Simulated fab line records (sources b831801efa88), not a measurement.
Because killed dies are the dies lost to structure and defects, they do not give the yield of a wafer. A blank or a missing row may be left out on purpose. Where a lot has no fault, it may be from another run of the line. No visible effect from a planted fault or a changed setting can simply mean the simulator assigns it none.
Which tool was responsible? | flow sky130 | 39 wafers from 13 lots sampled at 5 of the route's 708 steps

== WHAT EACH GAUGE READ, for each wafer ==
SKY_NWELL_RS_MEAS_29: measurement is done with a four-point probe. Usual: NWELL_RS gives 624.5 ohm/sq (standard deviation 1.4).
lot  | measured     | on           | NWELL_RS (ohm/sq) | flag
L825 | day 5 18:52  | filmMetro-04 | 627.7 626.7 628.1 | 
L828 | day 6 10:46  | filmMetro-01 | 624.2 624.1 625.4 | 
L829 | day 6 15:02  | filmMetro-03 | 625.3 625.3 625.0 | 
L833 | day 7 16:34  | filmMetro-03 | 622.0 622.8 622.5 | 
L835 | day 8 04:26  | filmMetro-04 | 626.4 626.2 627.3 | 
L836 | day 8 11:28  | filmMetro-03 | 625.4 625.3 625.1 | 
L839 | day 9 04:55  | filmMetro-04 | 623.7 623.8 623.7 | 
L841 | day 9 15:36  | filmMetro-03 | 625.5 624.0 625.8 | 
L842 | day 9 20:41  | filmMetro-04 | 626.0 627.8 624.4 | 
L844 | day 10 10:13 | filmMetro-03 | 622.0 622.2 622.2 | 
L845 | day 10 21:00 | filmMetro-04 | 624.6 624.2 624.3 | 
L846 | day 11 00:31 | filmMetro-04 | 623.6 625.4 623.7 | 
L847 | day 11 08:03 | filmMetro-03 | 624.3 623.9 623.6 | 

SKY_VT_ADJUST_NCORE_CD_MEAS_07: the cd target is 380 nm. Usual: cdNm 380.4 nm, standard deviation 2.9.
lot  | measured     | on       | cdNm (nm)         | flag
L825 | day 9 02:52  | cdSem-02 | 376.7 376.2 376.0 | 
L828 | day 9 22:12  | cdSem-01 | 375.0 375.6 375.3 | 
L829 | day 10 02:11 | cdSem-01 | 376.0 378.2 378.7 | 
L833 | day 11 08:50 | cdSem-01 | 380.0 379.9 380.1 | 
L835 | day 11 22:37 | cdSem-01 | 383.3 381.6 382.3 | 
L836 | day 12 05:57 | cdSem-02 | 379.1 378.5 379.1 | 
L839 | day 13 01:56 | cdSem-02 | 382.2 382.1 384.1 | 
L841 | day 13 14:16 | cdSem-01 | 385.1 387.2 386.9 | 
L842 | day 13 20:56 | cdSem-01 | 377.5 378.9 380.5 | 
L844 | day 14 12:30 | cdSem-02 | 381.2 380.9 382.3 | 
L845 | day 15 00:35 | cdSem-02 | 379.9 381.3 379.0 | 
L846 | day 15 05:27 | cdSem-02 | 385.5 382.2 383.0 | 
L847 | day 15 13:49 | cdSem-01 | 380.9 383.2 382.8 | 

SKY_VT_ADJUST_NCORE_TW_MEAS_11. Usual: VT_ADJUST_NCORE_TW gives 218.3 (standard deviation 1.6).
lot  | measured     | on           | VT_ADJUST_NCORE_TW | flag
L825 | day 9 03:16  | filmMetro-01 | 217.5 217.5 217.3  | 
L828 | day 9 22:35  | filmMetro-02 | 217.7 217.3 217.9  | 
L829 | day 10 02:36 | filmMetro-02 | 216.9 216.5 218.0  | 
L833 | day 11 09:15 | filmMetro-02 | 218.9 218.3 219.2  | 
L835 | day 11 23:01 | filmMetro-02 | 217.3 217.7 218.6  | 
L836 | day 12 06:20 | filmMetro-01 | 217.3 217.4 217.3  | 
L839 | day 13 02:21 | filmMetro-04 | 221.8 223.0 221.9  | 
L841 | day 13 14:39 | filmMetro-01 | 218.0 217.6 217.7  | 
L842 | day 13 21:21 | filmMetro-02 | 200.5 200.8 200.8  | OFF
L844 | day 14 12:53 | filmMetro-02 | 200.6 200.5 199.7  | OFF
L845 | day 15 01:00 | filmMetro-01 | 217.8 217.8 217.1  | 
L846 | day 15 05:50 | filmMetro-02 | 218.2 218.8 218.5  | 
L847 | day 15 14:12 | filmMetro-04 | 221.4 221.6 220.8  | 

SKY_SONOS_ONO_THK_MEAS_03. Usual: SONOS_ONO_CVD_02_THK gives 10.50 nm (standard deviation 0.13).
lot  | measured     | on           | SONOS_ONO_CVD_02_THK (nm) | flag
L825 | day 12 06:32 | filmMetro-04 | 10.54 10.81 10.50         | 
L828 | day 13 05:02 | filmMetro-04 | 10.61 10.45 10.69         | 
L829 | day 13 06:04 | filmMetro-04 | 10.51 10.45 10.47         | 
L833 | day 14 20:22 | filmMetro-01 | 10.65 10.64 10.59         | 
L835 | day 15 11:38 | filmMetro-02 | 10.50 10.51 10.52         | 
L836 | day 15 17:10 | filmMetro-01 | 10.32 10.31 10.46         | 
L839 | day 16 14:53 | filmMetro-01 | 10.48 10.43 10.54         | 
L841 | day 17 04:25 | filmMetro-01 | 10.41 10.38 10.52         | 
L842 | day 17 10:44 | filmMetro-04 | 10.44 10.53 10.48         | 
L844 | day 18 04:29 | filmMetro-02 | 10.56 10.41 10.42         | 
L845 | day 18 18:55 | filmMetro-02 | 10.58 10.48 10.53         | 
L846 | day 19 00:29 | filmMetro-04 | 10.55 10.35 10.48         | 
L847 | day 19 08:25 | filmMetro-04 | 10.58 10.76 10.70         | 

== EACH LOT AND THE TOOL THAT RAN IT (in order: tool; ch and the chambers of the sampled wafers; start) ==
lot  | SKY_VT_ADJUST_NCORE_IMPLANT_09
L825 | implanter-01 ch 0, day 9 03:02
L828 | implanter-03 ch 0, day 9 22:22
L829 | implanter-01 ch 0, day 10 02:21
L833 | implanter-02 ch 0, day 11 09:00
L835 | implanter-01 ch 0, day 11 22:46
L836 | implanter-01 ch 0, day 12 06:07
L839 | implanter-03 ch 0, day 13 02:06
L841 | implanter-01 ch 0, day 13 14:26
L842 | implanter-01 ch 0, day 13 21:06
L844 | implanter-01 ch 0, day 14 12:40
L845 | implanter-03 ch 0, day 15 00:45
L846 | implanter-03 ch 0, day 15 05:37
L847 | implanter-03 ch 0, day 15 13:59
- SKY_VT_ADJUST_NCORE_IMPLANT_09

== WHAT THE TOOLS THEMSELVES READ (means of the sampled wafers that have a number; where no wafer has one, the mark that the record gives instead) ==
SKY_VT_ADJUST_NCORE_IMPLANT_09. Usual: beamEnergyKeV 10.001, standard deviation 0.0032; doseIonsCm2 2.4e+12, standard deviation 2.5e+09.
lot  | tool         | beamEnergyKeV | doseIonsCm2 | flag
L825 | implanter-01 | 10.002        | 2.4e+12     | 
L828 | implanter-03 | 10.003        | 2.4e+12     | 
L829 | implanter-01 | 10.004        | 2.4e+12     | 
L833 | implanter-02 | 10.000        | 2.4e+12     | 
L835 | implanter-01 | 10.001        | 2.4e+12     | 
L836 | implanter-01 | 9.997         | 2.4e+12     | 
L839 | implanter-03 | 9.998         | 2.4e+12     | 
L841 | implanter-01 | 9.999         | 2.4e+12     | 
L842 | implanter-01 | 6.960         | 2.4e+12     | OFF
L844 | implanter-01 | 6.956         | 2.4e+12     | OFF
L845 | implanter-03 | 10.003        | 2.4e+12     | 
L846 | implanter-03 | 10.002        | 2.4e+12     | 
L847 | implanter-03 | 10.004        | 2.4e+12     | 

== THE ANSWER, worked out from the rows above alone ==
Rule: a lot counts as off when the mean over its wafers that have a number is more than 3 standard deviations away from the usual mean. A lot without any number at a reading at which 4 lots or more have one is off too. Any other lot the step has rows for is counted as sound. Order of review: gauges by route order, followed by the tools' own readings, for which a lot's mean as printed above is used. At the first step where some lot is off, the reading lying furthest off is the one used; lots without a number count as furthest.
Off: L842, L844, seen at SKY_VT_ADJUST_NCORE_TW_MEAS_11 (VT_ADJUST_NCORE_TW).
A tool fits if, at a process step before that reading, it ran every lot that is off, and no sound lot after the first of them. Not tried: the gauges at SKY_VT_ADJUST_NCORE_TW_MEAS_11; whatever is off there is also off at SKY_VT_ADJUST_NCORE_IMPLANT_09, on other tools, and gauge error can't account for it. One candidate fits, namely implanter-01 at SKY_VT_ADJUST_NCORE_IMPLANT_09. Its last sound lot is L841 (day 13 14:26), its first lot that is off L842 (day 13 21:06): a fault that began between those two fits.
The tool's own readings at SKY_VT_ADJUST_NCORE_IMPLANT_09 bear it out: on the lots that are off they differ by more than 5 times the standard deviation of the sound lots' means. beamEnergyKeV reads 6.958 there against 10.001 on the sound lots.

== WHAT THE SIMULATOR HAD PUT IN ==
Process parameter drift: implanter-01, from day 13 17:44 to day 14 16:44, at SKY_VT_ADJUST_NCORE_IMPLANT_09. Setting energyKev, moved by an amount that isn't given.
Lots struck among those shown: L842, L844. The same result came from the rule above.
